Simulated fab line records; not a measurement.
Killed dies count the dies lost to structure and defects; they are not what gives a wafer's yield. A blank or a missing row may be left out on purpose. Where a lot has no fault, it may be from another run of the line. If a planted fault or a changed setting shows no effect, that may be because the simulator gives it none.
Which tool was responsible? | flow sky130 | Sampling: 12 lots, 34 wafers, 5 of 708 route steps

## WHAT EACH GAUGE READ, for each wafer
SKY_FIELD_ISO_THK_MEAS_25. Usual: FIELD_ISO_CVD_24_THK typically reads 592 nm, with standard deviation 7.3.
lot  | measured    | on           | FIELD_ISO_CVD_24_THK (nm) | flag
L962 | day 2 10:51 | filmMetro-02 | 585 583 587               | 
L964 | day 2 17:48 | filmMetro-04 | 600 591 600               | 
L965 | day 2 21:46 | filmMetro-04 | 594 593 596               | 
L966 | day 3 05:26 | filmMetro-03 | 601 609 606               | 
L968 | day 3 16:16 | filmMetro-02 | 609 588 606               | 
L969 | day 3 22:04 | filmMetro-03 | 595 600 598               | 
L971 | day 4 04:01 | filmMetro-03 | 597 599 603               | 
L973 | day 4 17:18 | filmMetro-04 | 589 590 595               | 
L974 | day 4 22:09 | filmMetro-04 | 578 591 594               | 
L976 | day 5 09:54 | filmMetro-04 | 587 600 585               | 
L980 | day 6 03:16 | filmMetro-03 | 592 579 587               | 
L984 | day 7 01:07 | filmMetro-02 | 455 455                   | OFF

SKY_NWELL_THK_MEAS_02. Usual: NWELL_OXIDATION_THK typically reads 9.97 nm, with standard deviation 0.2.
lot  | measured    | on           | NWELL_OXIDATION_THK (nm) | flag
L962 | day 2 15:07 | filmMetro-03 | 9.84 9.82 9.62           | 
L964 | day 2 23:01 | filmMetro-03 | 9.98 9.88 9.96           | 
L965 | day 3 04:09 | filmMetro-01 | 9.97 9.86 9.85           | 
L966 | day 3 09:19 | filmMetro-01 | 10.03 9.95 10.01         | 
L968 | day 3 20:51 | filmMetro-01 | 10.01 10.17 10.16        | 
L969 | day 4 02:34 | filmMetro-03 | 9.98 9.88 9.80           | 
L971 | day 4 09:26 | filmMetro-04 | 9.66 9.93 9.97           | 
L973 | day 4 21:13 | filmMetro-04 | 9.97 9.98 10.37          | 
L974 | day 5 02:37 | filmMetro-01 | 9.91 10.04 10.02         | 
L976 | day 5 14:23 | filmMetro-04 | 9.99 10.06 10.03         | 
L980 | day 6 08:02 | filmMetro-03 | 10.08 10.24 10.10        | 
L984 | day 7 11:49 | filmMetro-03 | 10.13                    | 

SKY_NWELL_OVL_MEAS_23. Usual: NWELL_01_OVL typically reads -0.5 nm, with standard deviation 1.4.
lot  | measured     | on         | NWELL_01_OVL (nm) | flag
L962 | day 5 12:03  | overlay-01 | 0.8 -1.4 0.4      | 
L964 | day 5 19:08  | overlay-02 | 1.0 0.2 1.0       | 
L965 | day 6 02:35  | overlay-02 | -1.2 -0.4 -1.6    | 
L966 | day 6 09:32  | overlay-02 | 1.7 1.8 0.2       | 
L968 | day 6 21:17  | overlay-01 | -0.5 -1.7 -1.7    | 
L969 | day 7 05:59  | overlay-02 | 0.0 1.4 -0.4      | 
L971 | day 7 11:56  | overlay-01 | 0.7 -1.6 -3.3     | 
L973 | day 8 02:15  | overlay-01 | -1.5 1.2 -0.5     | 
L974 | day 8 06:50  | overlay-02 | -2.8 -1.8 -1.8    | 
L976 | day 8 22:33  | overlay-01 | 1.8 -0.6 0.0      | 
L980 | day 9 17:47  | overlay-01 | -0.3 -0.9 -3.2    | 
L984 | day 10 21:24 | overlay-01 | -1.7              | 

## EACH LOT AND THE TOOL THAT RAN IT (in order: tool; ch and the chambers of the sampled wafers; start)
lot  | SKY_FIELD_ISO_CVD_24            | SKY_FIELD_ISO_CMP_27
L962 | hdpcvd-02 ch 0,2, day 2 10:46   | cmp-01 ch 1,2, day 2 12:42
L964 | hdpcvd-01 ch 1,2, day 2 17:44   | cmp-01 ch 0,3, day 2 20:04
L965 | hdpcvd-02 ch 0,1,2, day 2 21:41 | cmp-02 ch 0,1,3, day 3 00:49
L966 | hdpcvd-01 ch 1,2, day 3 05:22   | cmp-02 ch 1,2, day 3 07:00
L968 | hdpcvd-01 ch 1,2, day 3 16:10   | cmp-02 ch 1,2,3, day 3 18:03
L969 | hdpcvd-02 ch 0,1,2, day 3 21:59 | cmp-02 ch 0,1,2, day 3 23:53
L971 | hdpcvd-02 ch 0,2, day 4 03:56   | cmp-02 ch 0,1,2, day 4 05:35
L973 | hdpcvd-02 ch 0,1,2, day 4 17:13 | cmp-02 ch 0,1,3, day 4 18:54
L974 | hdpcvd-02 ch 0,1, day 4 22:04   | cmp-02 ch 0,1,2, day 4 23:45
L976 | hdpcvd-02 ch 1,2, day 5 09:49   | cmp-02 ch 0,1, day 5 11:27
L980 | hdpcvd-02 ch 0,1,2, day 6 03:11 | cmp-01 ch 0,3, day 6 04:52
L984 | hdpcvd-02 ch 2, day 7 01:03     | cmp-01 ch 1, day 7 08:59
- SKY_FIELD_ISO_CVD_24: deposits SiO2, target thk 595 nm, time 99.2 s.
- SKY_FIELD_ISO_CMP_27: polishes, stops on Si3N4, t overpolish 16 s, target thk 457.8 nm.

## AS READ BY THE TOOLS THEMSELVES (means over the sampled wafers that have a number; for cases with no such wafer, the mark the record gives instead)
SKY_FIELD_ISO_CMP_27. Usual: motorCurrentA 12.2 A, standard deviation 1.2; timeToEndpointS 108 s, standard deviation 4.7.
lot  | tool   | motorCurrentA (A) | timeToEndpointS (s) | flag
L962 | cmp-01 | 12.4              | 112                 | 
L964 | cmp-01 | 12.0              | 110                 | 
L965 | cmp-02 | 11.8              | 110                 | 
L966 | cmp-02 | 12.9              | 115                 | 
L968 | cmp-02 | 12.5              | 112                 | 
L969 | cmp-02 | 11.9              | 109                 | 
L971 | cmp-02 | 12.0              | 107                 | 
L973 | cmp-02 | 11.5              | 105                 | 
L974 | cmp-02 | 12.2              | 103                 | 
L976 | cmp-02 | 11.2              | 103                 | 
L980 | cmp-01 | 11.6              | 106                 | 
L984 | cmp-01 | 11.7              | 82                  | OFF

## THE ANSWER, worked out from the rows above alone
Rule: a lot is off if the mean of its wafers that have a number lies more than 3 standard deviations from the usual mean. A lot without any number at a reading at which 4 lots or more have one is off too. Where the step has rows for the other lots, those lots are counted as sound. Order of review: gauges by route order, followed by the tools' own readings, for which a lot's mean as printed above is used. At the first step where some lot is off, the reading lying furthest off is the one used; lots without a number count as furthest.
Off: L984, at SKY_FIELD_ISO_THK_MEAS_25 (FIELD_ISO_CVD_24_THK).
If a tool, at a process step before that reading, ran all the lots that are off and no sound lot after the first of them, it fits. The gauges at SKY_FIELD_ISO_THK_MEAS_25 aren't tried: what is off there is off at SKY_FIELD_ISO_CMP_27 too, on other tools, and a gauge's error can't cause that. One fits: hdpcvd-02 at SKY_FIELD_ISO_CVD_24. Its last sound lot is L980 (day 6 03:11), its first lot that is off L984 (day 7 01:03): a fault that began between those two fits.

## WHAT WAS PUT IN BY THE SIMULATOR
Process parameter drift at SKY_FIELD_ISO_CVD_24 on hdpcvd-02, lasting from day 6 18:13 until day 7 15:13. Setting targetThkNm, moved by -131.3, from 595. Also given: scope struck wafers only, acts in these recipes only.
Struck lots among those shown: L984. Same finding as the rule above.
